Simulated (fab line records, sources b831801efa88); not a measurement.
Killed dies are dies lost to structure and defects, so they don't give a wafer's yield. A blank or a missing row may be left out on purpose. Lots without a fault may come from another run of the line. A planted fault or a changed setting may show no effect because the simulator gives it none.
fab line records | flow sky130
record lots=12 wafers=36 last_day=50
route steps=708 shown METAL2@503 VIA2@510 PAD_OPEN@708
lots that met no fault: from a run of the same line without faults
start_h: hours from the record's first day to the start of the lot's first wafer shown | wait_h: hours since the lot's step before | " the same as in the row above | L1.1+2: a row that stands for several wafers | - no value, or no start given | * or withheld: withheld | < > ~ a bound
route shown NAME@n: a module of which the file shows steps, and the number in the route of the first | usual: mean/standard deviation of fault-free wafers | same: alike in all rows | chamber/n: place in a boat | sites: the reading at each site | _std_site: their standard deviation | _edge_site: outer sites' mean less inner sites' | radius_mm: how far each site lies from the wafer's centre | mask NAME#n: copy n | behind: the tool/chamber that last shaped the wafer | hold: why the lot was held/for how many hours/how that ended | device: the transistor (n, p or np) that didn't switch | end of line: the same wafers' tests at the end of the route | a step without rows: its recipe alone | killed: dies lost to structure and defects at the first sort, not the wafer's yield | map: a wafer's dies, x killed, . not, _ none there
set.NAME: the setting as run; set.NAME@STEP: as run at that earlier step | model.NAME: the simulator's own value behind a step, which no gauge read
steps of the route over a sample of lots; a table a step, a row a wafer
services: from which hour (start_h, from the record's first day; less than 0 if before it) a tool's chamber was out of use, for how many hours, and why
## steps
# step SKY_METAL2_STRIP_20
# recipe chemistry=O2/N2 power_w=1400 pressure_mtorr=1500 platen_temp_c=withheld o2_flow_sccm=3000 n2_flow_sccm=300 overash_fraction=0.5
# usual drypump_motor_current_A=5.58/0.19 oes_product_au=0.343/0.0049 strip_time_to_endpoint_s=2.71/0.045
# columns lot.wafer tool chamber start_h wait_h drypump_motor_current_A oes_product_au rf_hours_counter_h strip_time_to_endpoint_s
L717.1 plasma_asher-02 0 817.38 0.1 5.69 0.336 100 2.66
L717.2 " 1 " " 5.43 0.344 100 2.73
L717.5 " 0 " " 5.70 0.347 - 2.68
L724.3 plasma_asher-01 1 883.71 0.1 5.52 0.335 - 2.59
L724.5 " 0 " " 5.83 0.342 - 2.57
L724.6 " 1 " " 5.50 0.339 - 2.61
L725.1 plasma_asher-02 0 884.94 0.1 5.68 0.335 107 2.64
L725.3 " 1 " " 5.42 0.338 - 2.66
L725.5 " 1 " " 5.46 0.336 - 2.69
L726.1 plasma_asher-01 0 884.98 0.1 5.81 0.343 76 2.73
L726.5 " 1 " " 5.54 0.347 - 2.74
L726.6 " 0 " " 5.82 0.342 - 2.75
L727.1 plasma_asher-02 0 897.83 0.1 5.69 0.347 108 2.74
L727.3 " 0 " " 5.70 0.341 - 2.72
L727.5 " 0 " " 5.70 0.344 - 2.70
L728.1 plasma_asher-02 1 907.03 0.1 5.52 0.344 109 2.75
L728.3 " 1 " " 5.45 0.346 - 2.74
L728.4 " 0 " " 5.75 0.344 - 2.76
L729.1 plasma_asher-02 0 911.60 0.1 5.70 0.342 109 2.69
L729.2 " 1 " " 5.48 0.333 109 2.64
L729.6 " 1 " " 5.47 0.342 - 2.70
L730.1 plasma_asher-04 0 926.78 0.1 5.12 0.348 18 2.65
L730.2 " 1 " " 5.72 0.338 18 2.67
L730.4 " 0 " " 5.10 0.343 - 2.68
L731.2 plasma_asher-02 1 928.50 0.1 5.47 0.342 111 2.67
L731.3 " 0 " " 5.71 0.336 - 2.73
L731.6 " 0 " " 5.72 0.346 - 2.75
L732.3 plasma_asher-04 0 935.06 0.1 5.13 0.336 - 2.68
L732.4 " 1 " " 5.71 0.350 - 2.72
L732.5 " 0 " " 5.10 0.337 - 2.71
L736.2 plasma_asher-04 1 967.30 0.1 5.73 0.339 22 2.74
L736.3 " 1 " " 5.71 0.341 - 2.76
L736.5 " 0 " " 5.10 0.337 - 2.75
L740.1 plasma_asher-01 1 985.31 0.1 5.51 0.350 85 2.73
L740.2 " 0 " " 5.82 0.343 85 2.73
L740.4 " 0 " " 5.81 0.345 - 2.74
# step SKY_VIA2_BOW_MEAS_03
# recipe mode=bow
# usual VIA2_BOW=85/7.3
# columns lot.wafer tool chamber start_h wait_h VIA2_BOW[um]
L717.1 film_metro-02 - 818.46 0.1 89
L717.2 " - " " 80
L717.5 " - " " 76
L724.3 film_metro-03 - 884.83 0.1 91
L724.5 " - " " 73
L724.6 " - " " 91
L725.1 film_metro-01 - 886.02 0.2 95
L725.3 " - " " 91
L725.5 " - " " 85
L726.1 film_metro-03 - 886.06 0.2 85
L726.5 " - " " 85
L726.6 " - " " 87
L727.1 film_metro-03 - 898.95 0.1 93
L727.3 " - " " 77
L727.5 " - " " 85
L728.1 film_metro-03 - 908.11 0.2 86
L728.3 " - " " 83
L728.4 " - " " 90
L729.1 film_metro-01 - 912.77 0.1 87
L729.2 " - " " 86
L729.6 " - " " 86
L730.1 film_metro-03 - 927.96 0.1 98
L730.2 " - " " 98
L730.4 " - " " 103
L731.2 film_metro-02 - 929.60 0.1 81
L731.3 " - " " 88
L731.6 " - " " 83
L732.3 film_metro-02 - 936.27 0.2 93
L732.4 " - " " 93
L732.5 " - " " 95
L736.2 film_metro-02 - 968.44 0.2 90
L736.3 " - " " 89
L736.5 " - " " 84
L740.1 film_metro-03 - 986.43 0.1 69
L740.2 " - " " 72
L740.4 " - " " 84
# step SKY_VIA2_SOFTBAKE_08
# recipe temp_c=100 time_s=90 resist=KrF-thick
# usual heater_power_total_W=57.37/0.11 run_length_s=119.15/0.18
# columns lot.wafer tool chamber start_h wait_h heater_power_total_W run_length_s
L717.1 litho_track-04 0 831 - 57.26 119.02
L717.2 " 0 " " 57.48 118.92
L717.5 " 0 " " 57.28 118.94
L724.3 litho_track-03 0 898 - 57.29 119.23
L724.5 " 0 " " 57.38 119.40
L724.6 " 0 " " 57.30 119.16
L725.1 litho_track-04 0 899 - 57.34 118.89
L725.3 " 0 " " 57.29 118.88
L725.5 " 0 " " 57.23 118.88
L726.1 litho_track-01 0 899 - 57.28 119.18
L726.5 " 0 " " 57.37 119.26
L726.6 " 0 " " 57.45 119.20
L727.1 litho_track-01 0 911 - 57.22 119.04
L727.3 " 0 " " 57.34 119.35
L727.5 " 0 " " 57.30 119.05
L728.1 litho_track-01 0 920 - 78.63 63.80
L728.3 " 0 " " 78.34 63.68
L728.4 " 0 " " 78.21 63.84
L729.1 litho_track-01 0 925 - 77.91 63.64
L729.2 " 0 " " 78.23 63.70
L729.6 " 0 " " 78.37 63.85
L730.1 litho_track-04 0 940 - 57.43 118.90
L730.2 " 0 " " 57.21 118.87
L730.4 " 0 " " 57.20 119.05
L731.2 litho_track-03 0 941 - 57.28 119.35
L731.3 " 0 " " 57.25 119.43
L731.6 " 0 " " 57.15 119.27
L732.3 litho_track-01 0 949 - 78.35 63.91
L732.4 " 0 " " 77.89 63.66
L732.5 " 0 " " 78.10 63.65
L736.2 litho_track-03 0 980 - 57.45 119.27
L736.3 " 0 " " 57.24 119.24
L736.5 " 0 " " 57.43 119.21
L740.1 litho_track-04 0 998 - 57.20 118.79
L740.2 " 0 " " 57.34 118.85
L740.4 " 0 " " 57.45 119.15
# step SKY_VIA2_CD_MEAS_12
# recipe target_cd_nm=200
# usual cd_nm=200.4/1.3
# columns lot.wafer tool chamber start_h wait_h cd_nm
L717.1 cd_sem-01 - 845.03 - 198.5
L717.2 " - " " 199.4
L717.5 " - " " 200.0
L724.3 cd_sem-01 - 909.72 - 200.7
L724.5 " - " " 200.1
L724.6 " - " " 200.4
L725.1 cd_sem-01 - 911.75 - 199.0
L725.3 " - " " 200.6
L725.5 " - " " 198.0
L726.1 cd_sem-02 - 911.83 - 200.7
L726.5 " - " " 200.3
L726.6 " - " " 200.5
L727.1 cd_sem-02 - 924.23 - 199.4
L727.3 " - " " 199.4
L727.5 " - " " 198.8
L728.1 cd_sem-02 - 933.38 - 197.9
L728.3 " - " " 199.2
L728.4 " - " " 198.5
L729.1 cd_sem-02 - 937.41 - 197.2
L729.2 " - " " 197.5
L729.6 " - " " 198.3
L730.1 cd_sem-01 - 952.68 - 200.4
L730.2 " - " " 202.0
L730.4 " - " " 200.8
L731.2 cd_sem-01 - 954.15 - 200.8
L731.3 " - " " 199.9
L731.6 " - " " 201.8
L732.3 cd_sem-01 - 960.97 - 198.4
L732.4 " - " " 198.4
L732.5 " - " " 200.4
L736.2 cd_sem-02 - 992.28 - 199.4
L736.3 " - " " 200.5
L736.5 " - " " 200.3
L740.1 cd_sem-02 - 1009.44 - 201.1
L740.2 " - " " 199.4
L740.4 " - " " 200.5
# step SKY_PAD_OPEN_PROBE_99
# usual defect_limited_yield=82.2/1.9 killed_at_M0_to_M3=44/6.9 killed_at_M4_up=3.3/1.8 killed_at_contacts=24/5 killed_at_front_end=16/4.6 killed_at_other=0.2/0.42 killed_dies=88/9.2 killed_open=48/7.3 killed_short=40/6.5 sort_bin_3_pad_short=0.9/0.43 sort_bin_5_function=10.6/1.5 sort_bin_6_memory=6.4/1.1 sort_n_pass=404/9.2 sort_yield_pct=82.2/1.9
# same gross_dies=492 killed_at_back_side=0 sort_bin_4_leakage[%]=0 sort_bin_8_speed[%]=0
# columns lot.wafer tool chamber start_h wait_h defect_limited_yield[%] killed_at_M0_to_M3 killed_at_M4_up killed_at_contacts killed_at_front_end killed_at_other killed_dies killed_open killed_short sort_bin_3_pad_short[%] sort_bin_5_function[%] sort_bin_6_memory[%] sort_n_pass sort_yield_pct[%]
L717.1 prober-01 - 1072.33 0.1 82.7 45 4 23 13 0 85 40 45 1.6 8.7 6.9 407 82.7
L717.2 prober-01 - 1072.38 0.1 80.5 47 8 27 14 0 96 48 48 0.8 10.4 8.3 396 80.5
L717.5 prober-01 - 1072.53 0.2 78.5 53 5 30 18 0 106 55 51 1.4 11.2 8.9 386 78.5
L724.3 prober-02 - 1125.75 0.2 82.3 49 3 24 11 0 87 56 31 0.8 11.0 5.9 405 82.3
L724.5 prober-02 - 1125.85 0.2 83.3 50 2 16 14 0 82 41 41 0.8 10.0 5.9 410 83.3
L724.6 prober-02 - 1125.90 0.2 82.5 39 4 28 15 0 86 53 33 0.2 10.6 6.7 406 82.5
L725.1 prober-01 - 1128.72 0.1 80.3 50 4 23 20 0 97 51 45 1.2 12.8 5.7 395 80.3
L725.3 prober-01 - 1128.82 0.2 85.0 45 0 17 12 0 74 39 35 0.6 9.8 4.7 418 85.0
L725.5 prober-01 - 1128.92 0.2 83.3 38 4 27 12 1 82 38 44 1.6 9.1 5.9 410 83.3
L726.1 prober-02 - 1130.22 0.1 80.3 54 2 24 16 1 97 50 45 0.6 11.4 7.7 395 80.3
L726.5 prober-02 - 1130.42 0.2 80.5 49 3 32 11 1 96 48 46 1.2 11.8 6.5 396 80.5
L726.6 prober-02 - 1130.47 0.2 80.7 38 1 32 23 1 95 50 45 1.2 11.4 6.7 397 80.7
L727.1 prober-01 - 1133.79 0.1 81.9 46 8 28 7 0 89 46 43 1.2 12.0 4.9 403 81.9
L727.3 prober-01 - 1133.89 0.2 81.1 46 7 25 15 0 93 63 30 0.6 12.6 5.7 399 81.1
L727.5 prober-01 - 1133.99 0.2 79.5 50 5 29 17 0 101 61 40 1.2 10.6 8.7 391 79.5
L728.1 prober-02 - 1141.62 0.1 83.7 44 3 20 13 0 80 41 39 0.8 9.1 6.3 412 83.7
L728.3 prober-02 - 1141.72 0.2 80.5 46 3 25 22 0 96 54 42 1.2 10.8 7.5 396 80.5
L728.4 prober-02 - 1141.77 0.2 83.1 38 3 24 18 0 83 47 36 1.2 9.6 6.1 409 83.1
L729.1 prober-01 - 1147.82 0.1 85.2 41 2 16 13 1 73 46 27 0.2 8.5 6.1 419 85.2
L729.2 prober-01 - 1147.87 0.1 80.9 37 8 30 19 0 94 65 29 0 11.2 7.9 398 80.9
L729.6 prober-01 - 1148.07 0.2 81.3 38 5 29 20 0 92 56 36 0.4 11.2 7.1 400 81.3
L730.1 prober-02 - 1157.27 0.1 82.9 43 1 25 15 0 84 50 34 0.2 10.2 6.7 408 82.9
L730.2 prober-02 - 1157.32 0.1 83.5 37 3 29 12 0 81 40 41 0 8.5 7.9 411 83.5
L730.4 prober-02 - 1157.42 0.2 80.1 47 4 34 13 0 98 49 49 1.0 10.4 8.5 394 80.1
L731.2 prober-01 - 1158.82 0.1 78.9 56 3 28 16 1 104 59 44 0.8 15.2 5.1 388 78.9
L731.3 prober-01 - 1158.87 0.2 80.7 42 6 28 19 0 95 47 47 1.2 12.2 5.9 397 80.7
L731.6 prober-01 - 1159.02 0.2 83.3 45 3 19 14 1 82 51 30 0.6 8.9 7.1 410 83.3
L732.3 prober-02 - 1164.85 0.2 81.5 49 8 17 17 0 91 41 50 0.8 12.8 4.9 401 81.5
L732.4 prober-02 - 1164.90 0.2 80.3 45 1 40 11 0 97 62 35 0 12.6 7.1 395 80.3
L732.5 prober-02 - 1164.95 0.2 80.9 45 6 25 18 0 94 47 47 0.6 10.0 8.5 398 80.9
L736.2 prober-02 - 1187.53 0.1 84.1 42 0 16 20 0 78 48 30 0.6 8.7 6.5 414 84.1
L736.3 prober-02 - 1187.58 0.2 80.5 40 2 35 18 1 96 52 44 1.0 11.2 7.3 396 80.5
L736.5 prober-02 - 1187.68 0.2 85.2 38 2 22 11 0 73 42 31 0.6 9.3 4.9 419 85.2
L740.1 prober-02 - 1198.14 0.1 82.9 35 6 27 16 0 84 54 30 0.6 12.8 3.7 408 82.9
L740.2 prober-02 - 1198.19 0.1 81.3 42 2 36 11 1 92 51 40 1.4 10.2 7.1 400 81.3
L740.4 prober-02 - 1198.29 0.2 80.9 50 2 29 13 0 94 53 41 0.6 12.2 6.3 398 80.9
# killed by level:class
L717.1 VIA1:geometric_particle:open=10 CONTACT:geometric_particle:open=9 METAL2:geometric_particle:short=9 CONTACT:geometric_particle:short=7 FIELD_ISO:geometric_particle:short=5 METAL1:geometric_particle:short=5 LOCAL_INTERCONNECT:geometric_particle:short=4 VIA1:geometric_particle:short=4
L717.2 CONTACT:geometric_particle:open=18 VIA1:geometric_particle:short=11 VIA1:geometric_particle:open=8 VIA3:geometric_particle:short=6 POLY_GATE:geometric_particle:open=5 CONTACT:geometric_particle:short=5 METAL1:geometric_particle:short=5 METAL4:geometric_particle:short=5
L717.5 VIA1:geometric_particle:open=10 CONTACT:geometric_particle:open=10 LI_CONTACT:geometric_particle:open=9 CONTACT:geometric_particle:short=7 METAL1:geometric_particle:short=7 VIA2:geometric_particle:open=7 FIELD_ISO:geometric_particle:open=6 METAL2:geometric_particle:short=6
L724.3 CONTACT:geometric_particle:open=13 VIA1:geometric_particle:open=12 METAL3:geometric_particle:short=7 FIELD_ISO:geometric_particle:open=5 POLY_GATE:geometric_particle:open=5 VIA3:geometric_particle:open=5 VIA2:geometric_particle:open=5 LI_CONTACT:geometric_particle:open=4
L724.5 METAL2:geometric_particle:short=13 VIA3:geometric_particle:open=10 VIA1:geometric_particle:open=9 VIA1:geometric_particle:short=8 POLY_GATE:geometric_particle:open=6 LI_CONTACT:geometric_particle:open=6 CONTACT:geometric_particle:open=5 VIA3:geometric_particle:short=4
L724.6 LI_CONTACT:geometric_particle:open=11 CONTACT:geometric_particle:open=10 VIA1:geometric_particle:open=10 METAL1:geometric_particle:short=5 VIA3:geometric_particle:open=5 POLY_GATE:geometric_particle:short=4 LOCAL_INTERCONNECT:geometric_particle:short=4 FIELD_ISO:geometric_particle:short=3
L725.1 VIA1:geometric_particle:open=10 CONTACT:geometric_particle:open=9 LI_CONTACT:geometric_particle:open=8 METAL3:geometric_particle:short=8 POLY_GATE:geometric_particle:open=7 VIA2:geometric_particle:open=5 METAL1:geometric_particle:short=5 VIA1:geometric_particle:short=5
L725.3 VIA1:geometric_particle:open=12 VIA2:geometric_particle:open=7 METAL1:geometric_particle:short=6 VIA3:geometric_particle:open=6 VIA1:geometric_particle:short=5 CONTACT:geometric_particle:open=5 CONTACT:geometric_particle:short=4 FIELD_ISO:geometric_particle:short=3
L725.5 CONTACT:geometric_particle:open=12 LOCAL_INTERCONNECT:geometric_particle:short=7 VIA1:geometric_particle:open=7 METAL2:geometric_particle:short=6 FIELD_ISO:geometric_particle:short=5 POLY_GATE:geometric_particle:short=4 METAL1:geometric_particle:short=4 VIA2:geometric_particle:open=4
L726.1 VIA1:geometric_particle:short=11 VIA1:geometric_particle:open=11 VIA2:geometric_particle:open=10 CONTACT:geometric_particle:open=9 METAL2:geometric_particle:short=9 FIELD_ISO:geometric_particle:open=4 POLY_GATE:geometric_particle:open=4 LOCAL_INTERCONNECT:geometric_particle:short=4
L726.5 VIA1:geometric_particle:open=13 CONTACT:geometric_particle:open=10 VIA2:geometric_particle:open=7 LI_CONTACT:geometric_particle:open=6 LOCAL_INTERCONNECT:geometric_particle:short=6 CONTACT:geometric_particle:short=6 METAL1:geometric_particle:short=6 VIA1:geometric_particle:short=6
L726.6 LI_CONTACT:geometric_particle:open=12 VIA3:geometric_particle:open=8 LOCAL_INTERCONNECT:geometric_particle:short=8 FIELD_ISO:geometric_particle:open=6 VIA1:geometric_particle:open=6 METAL1:geometric_particle:short=5 VIA1:geometric_particle:short=5 METAL2:geometric_particle:short=5
L727.1 VIA3:geometric_particle:open=11 VIA1:geometric_particle:open=11 CONTACT:geometric_particle:open=8 METAL2:geometric_particle:short=7 METAL4:geometric_particle:short=7 LI_CONTACT:geometric_particle:open=6 LOCAL_INTERCONNECT:geometric_particle:short=6 METAL1:geometric_particle:short=6
L727.3 VIA1:geometric_particle:open=18 LI_CONTACT:geometric_particle:open=11 VIA3:geometric_particle:open=7 CONTACT:geometric_particle:open=6 POLY_GATE:geometric_particle:open=5 METAL2:geometric_particle:short=5 VIA2:geometric_particle:open=5 METAL4:geometric_particle:short=5
L727.5 CONTACT:geometric_particle:open=15 VIA3:geometric_particle:open=11 FIELD_ISO:geometric_particle:open=8 VIA1:geometric_particle:open=8 LI_CONTACT:geometric_particle:open=6 LOCAL_INTERCONNECT:geometric_particle:short=6 METAL1:geometric_particle:short=5 VIA1:geometric_particle:short=5
L728.1 VIA2:geometric_particle:open=12 VIA1:geometric_particle:short=7 CONTACT:geometric_particle:open=6 VIA1:geometric_particle:open=6 METAL1:geometric_particle:short=6 LOCAL_INTERCONNECT:geometric_particle:short=5 VIA3:geometric_particle:open=5 FIELD_ISO:geometric_particle:open=4
L728.3 VIA1:geometric_particle:open=11 CONTACT:geometric_particle:open=10 FIELD_ISO:geometric_particle:open=9 VIA2:geometric_particle:short=8 FIELD_ISO:geometric_particle:short=6 VIA2:geometric_particle:open=6 VIA3:geometric_particle:open=6 LI_CONTACT:geometric_particle:open=5
L728.4 CONTACT:geometric_particle:open=13 METAL2:geometric_particle:short=8 FIELD_ISO:geometric_particle:open=6 VIA1:geometric_particle:short=6 VIA3:geometric_particle:open=6 FIELD_ISO:geometric_particle:short=4 LI_CONTACT:geometric_particle:open=4 VIA1:geometric_particle:open=4
L729.1 VIA1:geometric_particle:open=13 CONTACT:geometric_particle:open=11 VIA3:geometric_particle:open=5 FIELD_ISO:geometric_particle:open=4 METAL1:geometric_particle:short=4 VIA2:geometric_particle:open=4 METAL3:geometric_particle:short=4 LI_CONTACT:geometric_particle:open=3
L729.2 VIA1:geometric_particle:open=13 CONTACT:geometric_particle:open=10 LI_CONTACT:geometric_particle:open=9 VIA2:geometric_particle:open=8 FIELD_ISO:geometric_particle:open=6 VIA3:geometric_particle:open=6 METAL4:geometric_particle:short=5 LOCAL_INTERCONNECT:geometric_particle:open=4
L729.6 VIA1:geometric_particle:open=16 CONTACT:geometric_particle:open=14 LI_CONTACT:geometric_particle:open=8 POLY_GATE:geometric_particle:short=6 FIELD_ISO:geometric_particle:short=5 VIA2:geometric_particle:short=5 VIA2:geometric_particle:open=4 METAL4:geometric_particle:short=4
L730.1 CONTACT:geometric_particle:open=11 VIA2:geometric_particle:open=7 LI_CONTACT:geometric_particle:open=6 POLY_GATE:geometric_particle:open=5 VIA1:geometric_particle:short=5 VIA1:geometric_particle:open=5 METAL2:geometric_particle:short=5 VIA3:geometric_particle:open=5
L730.2 VIA1:geometric_particle:open=10 LOCAL_INTERCONNECT:geometric_particle:short=9 CONTACT:geometric_particle:short=7 CONTACT:geometric_particle:open=7 METAL1:geometric_particle:short=6 VIA3:geometric_particle:open=6 POLY_GATE:geometric_particle:short=4 LI_CONTACT:geometric_particle:open=4
L730.4 VIA1:geometric_particle:open=14 LI_CONTACT:geometric_particle:open=9 CONTACT:geometric_particle:short=9 VIA3:geometric_particle:open=8 CONTACT:geometric_particle:open=8 METAL1:geometric_particle:short=5 LOCAL_INTERCONNECT:geometric_particle:short=5 METAL2:geometric_particle:short=5
L731.2 VIA3:geometric_particle:open=12 LI_CONTACT:geometric_particle:open=10 VIA1:geometric_particle:open=9 CONTACT:geometric_particle:open=8 METAL2:geometric_particle:short=8 VIA2:geometric_particle:open=7 VIA3:geometric_particle:short=7 FIELD_ISO:geometric_particle:short=5
L731.3 CONTACT:geometric_particle:open=11 METAL1:geometric_particle:short=10 METAL2:geometric_particle:short=8 VIA1:geometric_particle:open=8 LI_CONTACT:geometric_particle:open=6 VIA3:geometric_particle:open=6 POLY_GATE:geometric_particle:short=4 LOCAL_INTERCONNECT:geometric_particle:short=4
L731.6 VIA1:geometric_particle:open=14 CONTACT:geometric_particle:open=10 VIA2:geometric_particle:open=8 FIELD_ISO:geometric_particle:short=7 CONTACT:geometric_particle:short=4 VIA3:geometric_particle:open=4 POLY_GATE:geometric_particle:open=3 METAL1:geometric_particle:open=3
L732.3 VIA1:geometric_particle:open=10 CONTACT:geometric_particle:open=8 METAL1:geometric_particle:short=8 METAL4:geometric_particle:short=7 VIA1:geometric_particle:short=6 METAL2:geometric_particle:short=6 VIA2:geometric_particle:open=5 FIELD_ISO:geometric_particle:open=4
L732.4 CONTACT:geometric_particle:open=13 VIA2:geometric_particle:open=13 VIA1:geometric_particle:open=10 CONTACT:geometric_particle:short=10 LI_CONTACT:geometric_particle:open=8 LOCAL_INTERCONNECT:geometric_particle:short=8 VIA3:geometric_particle:open=7 VIA1:geometric_particle:short=5
L732.5 VIA1:geometric_particle:open=11 VIA1:geometric_particle:short=10 CONTACT:geometric_particle:open=10 METAL1:geometric_particle:short=6 FIELD_ISO:geometric_particle:open=5 METAL2:geometric_particle:short=5 LI_CONTACT:geometric_particle:open=4 LOCAL_INTERCONNECT:geometric_particle:short=4
L736.2 VIA1:geometric_particle:open=10 VIA2:geometric_particle:open=7 FIELD_ISO:geometric_particle:open=6 LI_CONTACT:geometric_particle:open=6 VIA3:geometric_particle:open=6 VIA1:geometric_particle:short=5 POLY_GATE:geometric_particle:short=4 CONTACT:geometric_particle:open=4
L736.3 CONTACT:geometric_particle:open=11 VIA1:geometric_particle:open=9 FIELD_ISO:geometric_particle:open=8 LOCAL_INTERCONNECT:geometric_particle:short=7 LI_CONTACT:geometric_particle:open=6 LI_CONTACT:geometric_particle:short=5 CONTACT:geometric_particle:short=5 METAL1:geometric_particle:short=5
L736.5 LI_CONTACT:geometric_particle:open=7 CONTACT:geometric_particle:open=7 VIA1:geometric_particle:open=7 METAL2:geometric_particle:short=6 FIELD_ISO:geometric_particle:open=5 METAL3:geometric_particle:short=5 VIA3:geometric_particle:open=5 CONTACT:geometric_particle:short=4
L740.1 CONTACT:geometric_particle:open=15 POLY_GATE:geometric_particle:open=8 VIA1:geometric_particle:open=8 VIA2:geometric_particle:open=7 VIA3:geometric_particle:open=7 METAL4:geometric_particle:short=6 LI_CONTACT:geometric_particle:open=4 LOCAL_INTERCONNECT:geometric_particle:short=4
L740.2 CONTACT:geometric_particle:open=16 VIA1:geometric_particle:open=8 LOCAL_INTERCONNECT:geometric_particle:short=7 CONTACT:geometric_particle:short=7 METAL1:geometric_particle:short=6 VIA2:geometric_particle:open=6 VIA3:geometric_particle:open=6 FIELD_ISO:geometric_particle:short=4
L740.4 VIA1:geometric_particle:open=14 CONTACT:geometric_particle:open=13 VIA1:geometric_particle:short=8 LI_CONTACT:geometric_particle:open=6 METAL1:geometric_particle:short=6 VIA2:geometric_particle:open=6 FIELD_ISO:geometric_particle:open=5 CONTACT:geometric_particle:short=5
## services
# columns tool chamber start_h hours kind
plasma_asher-02 - 804.33 2.8 pm
plasma_asher-04 - 850.34 1.8 repair
plasma_asher-02 - 889.13 4.6 repair
plasma_asher-01 - 926.37 9.3 repair
plasma_asher-04 - 969.31 1.4 repair
## key
first_sign step=SKY_VIA2_SOFTBAKE_08 reading=run_length_s direction=down sigmas=99+ usual=* struck=*
effect step=SKY_VIA2_SOFTBAKE_08 reading=heater_power_total_W direction=up sigmas=99+ usual=* struck=*
effect step=SKY_VIA2_CD_MEAS_12 reading=cd_nm direction=down sigmas=1.5 usual=200.4 struck=198.4 through=control_loop
met_at SKY_VIA2_SOFTBAKE_08
struck_lots L728,L729,L732
loop_trim step=SKY_VIA2_EXPOSE_09 setting=dose lots=L732
not_acting_at SKY_METAL2_STRIP_20,SKY_VIA2_BOW_MEAS_03,SKY_VIA2_CD_MEAS_12
onset_between 911 920
fault kind=process_parameter_drift tool=litho_track-01 chamber=- onset_h=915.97 steps=SKY_VIA2_SOFTBAKE_08 channel=time_s offset=* shape=step end_h=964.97 acts_in=* stated=*
# loop_trim: a control loop set the setting to another value than it would have without faults
